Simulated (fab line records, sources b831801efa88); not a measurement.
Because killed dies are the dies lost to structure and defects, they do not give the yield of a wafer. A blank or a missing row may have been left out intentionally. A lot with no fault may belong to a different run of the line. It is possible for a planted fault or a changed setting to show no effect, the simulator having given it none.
Chamber matching -- flow gf180mcu -- GF_STI_ETCH_14 on rie si-01: 4 sister chambers
The step etches Si in HBr/Cl2/O2, target depth 360 nm, time 102.9 s. 8 wafers are shown with their chamber, then 8 later ones without.

## WAFERS PAIRED WITH THEIR CHAMBERS
wafer,chamber,drypump motor current A (A),oes product au (a.u.)
L454.3,2,6.0,0.998
L466.4,1,6.0,1.006
L467.2,0,5.6,1.016
L467.4,1,6.0,1.005
L468.3,2,5.9,1.007
L468.5,3,5.6,0.987
L468.6,0,5.6,1.002
L472.1,3,5.6,0.991

## WAFERS WHOSE CHAMBER IS MISSING
wafer,drypump motor current A (A),oes product au (a.u.)
L472.4,5.6,1.018
L472.6,5.6,1.019
L473.2,5.6,1.015
L473.3,5.9,1.011
L473.6,5.6,1.008
L474.1,5.6,0.989
L474.4,5.9,1.014
L474.6,6.0,1.014

## WHICH CHAMBER EACH ONE RAN IN
wafer,from the rows above,in truth
L472.4,0,0
L472.6,0,0
L473.2,0,0
L473.3,can't be placed: 2 or 1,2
L473.6,0,0
L474.1,3,3
L474.4,can't be placed: 2 or 1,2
L474.6,can't be placed: 1 or 2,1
Placed correctly: 5 of 8. Unplaceable from these rows: 3, with the true chamber sitting among the candidates in 3. Wrongly placed: 0.
How it was worked out, from the rows above alone: a wafer's distance from a chamber is the root of the sum, over the readings, of the square of ((its reading less the chamber's mean) divided by the reading's scatter). The wafer belongs to the nearest chamber; if the next one is less than 2 further off, it can't be placed. Each chamber's mean is taken over the wafers shown for it. The scatter: take each reading less its chamber's mean, square it, sum over the shown wafers, divide by the number of wafers less the number of chambers, and take the root.
